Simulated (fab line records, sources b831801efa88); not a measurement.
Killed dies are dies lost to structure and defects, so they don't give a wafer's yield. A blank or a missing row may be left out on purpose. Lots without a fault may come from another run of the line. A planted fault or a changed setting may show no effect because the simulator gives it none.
Which tool did it? | flow gf180mcu | 24 lots, 72 wafers sampled, at 6 steps of a route of 602

WHAT THE GAUGES READ, wafer by wafer
GF_VT_IMPLANT_RS_MEAS_47: measures by four-point-probe.
lot  | measured     | on            | NWELL_RS (ohm/sq)
L074 | day 7 14:01  | film_metro-03 | 487.1 486.0 485.1
L075 | day 7 19:20  | film_metro-04 | 489.0 488.4 489.8
L076 | day 7 23:37  | film_metro-04 | 488.0 489.2 489.2
L077 | day 8 08:56  | film_metro-03 | 486.4 487.9 485.2
L078 | day 8 14:16  | film_metro-03 | 487.1 486.3 488.4
L079 | day 8 17:19  | film_metro-01 | 487.7 488.7 488.7
L080 | day 9 05:36  | film_metro-01 | 486.4 488.1 486.2
L081 | day 9 10:17  | film_metro-01 | 487.4 487.9 488.3
L082 | day 9 18:27  | film_metro-01 | 485.5 488.2 487.2
L083 | day 10 02:57 | film_metro-01 | 484.4 486.1 484.5
L084 | day 10 16:46 | film_metro-01 | 485.9 485.7 484.0
L085 | day 11 04:13 | film_metro-03 | 486.0 488.0 486.9
L086 | day 11 07:19 | film_metro-03 | 487.1 487.1 486.9
L087 | day 11 09:54 | film_metro-01 | 487.5 487.1 487.7
L088 | day 11 11:20 | film_metro-03 | 486.3 487.9 488.1
L089 | day 11 21:49 | film_metro-03 | 487.2 487.2 486.6
L090 | day 11 23:24 | film_metro-01 | 489.4 486.7 489.1
L091 | day 12 09:20 | film_metro-04 | 487.4 486.8 484.7
L092 | day 12 11:56 | film_metro-03 | 488.2 489.2 488.1
L093 | day 12 20:03 | film_metro-03 | 485.9 486.7 486.8
L094 | day 13 02:22 | film_metro-01 | 486.0 486.5 486.6
L095 | day 13 10:27 | film_metro-04 | 486.7 487.8 486.5
L096 | day 13 14:49 | film_metro-03 | 486.6 487.8 487.6
L097 | day 13 21:25 | film_metro-01 | 486.6 485.7 486.7

GF_HV_LDD_CD_MEAS_31: target cd 400 nm.
lot  | measured     | on        | cd_nm (nm)
L074 | day 11 12:29 | cd_sem-01 | 401.2 401.1 400.8
L075 | day 11 18:54 | cd_sem-01 | 401.4 401.5 401.3
L076 | day 11 22:11 | cd_sem-01 | 398.8 399.9 397.0
L077 | day 12 08:58 | cd_sem-01 | 403.8 405.8 404.2
L078 | day 12 14:08 | cd_sem-01 | 398.8 400.1 400.4
L079 | day 12 19:30 | cd_sem-01 | 398.9 399.4 398.4
L080 | day 13 07:50 | cd_sem-02 | 397.2 396.7 397.5
L081 | day 14 04:47 | cd_sem-02 | 399.2 400.2 399.5
L082 | day 14 05:05 | cd_sem-02 | 400.3 402.0 402.2
L083 | day 14 15:44 | cd_sem-02 | 401.8 399.5 400.7
L084 | day 15 12:15 | cd_sem-01 | 400.6 402.2 402.9
L085 | day 15 23:03 | cd_sem-01 | 397.6 400.0 396.2
L086 | day 16 05:45 | cd_sem-01 | 399.7 399.0 398.4
L087 | day 16 08:29 | cd_sem-01 | 400.9 401.0 402.9
L088 | day 16 10:59 | cd_sem-02 | 402.9 403.5 401.4
L089 | day 16 19:09 | cd_sem-01 | 398.9 400.1 398.9
L090 | day 16 17:50 | cd_sem-02 | 400.7 400.4 402.1
L091 | day 17 02:51 | cd_sem-01 | 405.9 402.9 406.3
L092 | day 17 06:25 | cd_sem-01 | 402.3 398.8 401.4
L093 | day 17 16:50 | cd_sem-02 | 402.2 401.3 404.0
L094 | day 17 22:55 | cd_sem-01 | 401.2 400.9 400.4
L095 | day 18 08:02 | cd_sem-02 | 404.9 404.6 401.5
L096 | day 18 14:14 | cd_sem-01 | 398.8 399.2 399.3
L097 | day 18 22:52 | cd_sem-01 | 402.8 404.4 402.3

GF_HV_LDD_OVL_MEAS_32.
lot  | measured     | on         | HV_LDD_02_OVL (nm)
L074 | day 11 12:34 | overlay-01 | 1.4 1.8 2.2
L075 | day 11 19:01 | overlay-01 | 2.8 3.6 4.0
L076 | day 11 22:17 | overlay-02 | 0.5 -0.1 -1.1
L077 | day 12 09:05 | overlay-01 | -0.2 -1.1 0.0
L078 | day 12 14:13 | overlay-01 | -0.9 -0.2 1.8
L079 | day 12 19:37 | overlay-02 | 0.0 -1.0 0.4
L080 | day 13 07:57 | overlay-01 | 3.6 2.5 2.7
L081 | day 14 04:54 | overlay-01 | 1.7 2.9 1.5
L082 | day 14 05:12 | overlay-02 | -1.0 0.1 0.1
L083 | day 14 15:51 | overlay-02 | 0.0 1.1 0.6
L084 | day 15 12:21 | overlay-01 | 0.7 0.3 -1.0
L085 | day 15 23:09 | overlay-01 | 0.0 -0.8 0.9
L086 | day 16 05:51 | overlay-02 | 0.5 0.6 0.6
L087 | day 16 08:36 | overlay-01 | -0.4 0.4 0.2
L088 | day 16 11:06 | overlay-02 | 2.0 0.1 2.7
L089 | day 16 19:15 | overlay-02 | -0.4 0.4 -1.1
L090 | day 16 17:57 | overlay-02 | 2.2 0.8 2.0
L091 | day 17 02:57 | overlay-02 | -0.5 -0.8 -1.8
L092 | day 17 06:32 | overlay-02 | -0.7 -1.2 -2.7
L093 | day 17 16:57 | overlay-01 | 2.5 2.5 3.3
L094 | day 17 23:02 | overlay-02 | -0.5 -0.9 -2.2
L095 | day 18 08:09 | overlay-01 | 1.9 2.7 1.9
L096 | day 18 14:21 | overlay-01 | -0.1 0.8 1.3
L097 | day 18 22:58 | overlay-02 | 1.5 0.1 1.4

GF_PSD_OVL_MEAS_08.
lot  | measured     | on         | PSD_OVL (nm)
L074 | day 14 00:36 | overlay-01 | 0.3 0.8 1.2
L075 | day 14 08:33 | overlay-02 | 2.2 2.0 1.2
L076 | day 14 14:50 | overlay-01 | 0.9 0.2 0.5
L077 | day 15 01:35 | overlay-01 | 3.6 2.7 2.0
L078 | day 15 07:24 | overlay-01 | 1.4 1.4 2.1
L079 | day 15 13:50 | overlay-02 | 0.6 1.0 1.3
L080 | day 16 02:59 | overlay-02 | 0.2 2.0 -1.2
L081 | day 17 01:20 | overlay-02 | -1.9 -1.2 -1.0
L082 | day 17 02:17 | overlay-02 | 0.3 -1.1 0.2
L083 | day 17 14:59 | overlay-02 | -0.1 -0.9 -1.2
L084 | day 18 14:08 | overlay-01 | 0.4 1.0 2.1
L085 | day 19 00:27 | overlay-02 | 2.2 1.5 1.8
L086 | day 19 07:11 | overlay-01 | 1.3 0.6 0.9
L087 | day 19 13:15 | overlay-01 | 2.6 1.5 3.1
L088 | day 19 15:45 | overlay-01 | 3.3 3.2 3.6
L089 | day 19 23:02 | overlay-02 | -0.9 -0.9 -1.0
L090 | day 19 19:51 | overlay-01 | 3.6 4.4 4.6
L091 | day 20 06:29 | overlay-01 | 1.5 0.6 0.4
L092 | day 20 20:24 | overlay-01 | 0.8 -1.3 1.4
L093 | day 20 20:35 | overlay-02 | 0.3 0.4 -0.3
L094 | day 21 03:11 | overlay-01 | 2.8 2.1 2.4
L095 | day 21 12:27 | overlay-02 | -1.8 -1.3 -0.6
L096 | day 21 19:09 | overlay-01 | -0.4 0.8 1.6
L097 | day 22 04:05 | overlay-01 | 2.6 2.6 2.9

GF_MIM_THK_MEAS_11: measures by xrf.
lot  | measured     | on            | MIM_ALCU_THK (nm)
L074 | day 24 05:30 | film_metro-03 | 205.9 198.7 200.7
L075 | day 24 13:25 | film_metro-02 | 201.2 204.2 199.7
L076 | day 24 21:41 | film_metro-03 | 196.1 201.9 195.0
L077 | day 25 09:03 | film_metro-02 | 200.7 208.5 204.5
L078 | day 25 11:18 | film_metro-03 | 198.1 200.3 200.2
L079 | day 25 22:05 | film_metro-04 | 200.5 204.5 199.0
L080 | day 26 09:03 | film_metro-02 | 201.9 205.8 204.7
L081 | day 27 06:08 | film_metro-02 | 201.7 198.3 204.0
L082 | day 27 08:02 | film_metro-03 | 203.4 202.8 202.4
L083 | day 27 18:15 | film_metro-03 | 200.0 198.4 204.6
L084 | day 28 13:47 | film_metro-03 | 199.0 204.0 199.7
L085 | day 28 21:36 | film_metro-02 | 201.8 202.1 204.4
L086 | day 29 08:46 | film_metro-04 | 201.1 200.5 205.3
L087 | day 29 07:59 | film_metro-03 | 196.9 201.1 204.4
L088 | day 29 11:02 | film_metro-03 | 203.5 200.4 203.7
L089 | day 29 14:58 | film_metro-04 | 205.1 204.9 202.4
L090 | day 29 13:34 | film_metro-02 | 197.4 200.3 196.6
L091 | day 29 22:09 | film_metro-03 | 200.3 201.8 204.1
L092 | day 30 08:21 | film_metro-04 | 205.3 202.1 206.6
L093 | day 30 09:19 | film_metro-03 | 197.3 199.3 202.2
L094 | day 30 13:14 | film_metro-04 | 203.4 199.9 199.1
L095 | day 30 21:53 | film_metro-03 | 197.9 199.5 198.5
L096 | day 31 02:14 | film_metro-03 | 200.0 196.2 197.8
L097 | day 31 07:55 | film_metro-02 | 203.6 203.4 200.7

WHICH TOOL RAN EACH LOT (tool, then ch and the chambers of the sampled wafers, then the start)
lot  | GF_V4_SPUTTER_21
L074 | pvd_sputter-04, day 24 04:14
L075 | pvd_sputter-04, day 24 12:11
L076 | pvd_sputter-04, day 24 20:26
L077 | pvd_sputter-04, day 25 07:32
L078 | pvd_sputter-01, day 25 10:02
L079 | pvd_sputter-04, day 25 20:51
L080 | pvd_sputter-02, day 26 07:50
L081 | pvd_sputter-04, day 27 04:54
L082 | pvd_sputter-02, day 27 06:49
L083 | pvd_sputter-01, day 27 17:02
L084 | pvd_sputter-02, day 28 12:32
L085 | pvd_sputter-02, day 28 20:14
L086 | pvd_sputter-02, day 29 07:32
L087 | pvd_sputter-04, day 29 06:46
L088 | pvd_sputter-01, day 29 09:42
L089 | pvd_sputter-02, day 29 13:44
L090 | pvd_sputter-02, day 29 12:21
L091 | pvd_sputter-01, day 29 20:55
L092 | pvd_sputter-02, day 30 07:04
L093 | pvd_sputter-01, day 30 08:02
L094 | pvd_sputter-04, day 30 12:00
L095 | pvd_sputter-04, day 30 20:39
L096 | pvd_sputter-01, day 31 00:53
L097 | pvd_sputter-01, day 31 06:41
- GF_V4_SPUTTER_21: material Ti, target thk 15 nm, time 80.02 s.

WHAT THE TOOLS THEMSELVES READ (means of the sampled wafers that have a number; where no wafer has one, the mark that the record gives instead)
GF_V4_SPUTTER_21.
lot  | tool           | throttle_valve_pct (%)
L074 | pvd_sputter-04 | 29.9
L075 | pvd_sputter-04 | 29.6
L076 | pvd_sputter-04 | 29.7
L077 | pvd_sputter-04 | 29.7
L078 | pvd_sputter-01 | 29.6
L079 | pvd_sputter-04 | 29.8
L080 | pvd_sputter-02 | 29.3
L081 | pvd_sputter-04 | 29.9
L082 | pvd_sputter-02 | 30.1
L083 | pvd_sputter-01 | 29.5
L084 | pvd_sputter-02 | 28.8
L085 | pvd_sputter-02 | 30.9
L086 | pvd_sputter-02 | 29.9
L087 | pvd_sputter-04 | 29.9
L088 | pvd_sputter-01 | 29.5
L089 | pvd_sputter-02 | 29.5
L090 | pvd_sputter-02 | 29.8
L091 | pvd_sputter-01 | 28.6
L092 | pvd_sputter-02 | 30.3
L093 | pvd_sputter-01 | 28.7
L094 | pvd_sputter-04 | 29.7
L095 | pvd_sputter-04 | 29.8
L096 | pvd_sputter-01 | 29.9
L097 | pvd_sputter-01 | 29.1

THE ANSWER, worked out from the rows above alone
Rule: what is usual is taken from the lots themselves. Put in order of their means at a reading, lots are off if they are a third of the lots or fewer, leave a main group of 4 or more, and stand apart from it by a gap of 3 or more times the standard deviation of the main group's means; of several such gaps the widest counts. A main group whose means are all the same, to the digits that the tables above print for the reading, isn't used. A lot without any number at a reading at which 4 lots or more have one is off too. The other lots that the step has rows for count as sound. The gauges are gone through in route order, then the tools' own readings, and for those a lot's mean is taken as printed above. The first step at which some lot is off is used, and at that step the reading that is off furthest; a lot without a number counts as furthest.
No lot is off at any reading shown: from this, nothing can be told.

WHAT THE SIMULATOR HAD PUT IN
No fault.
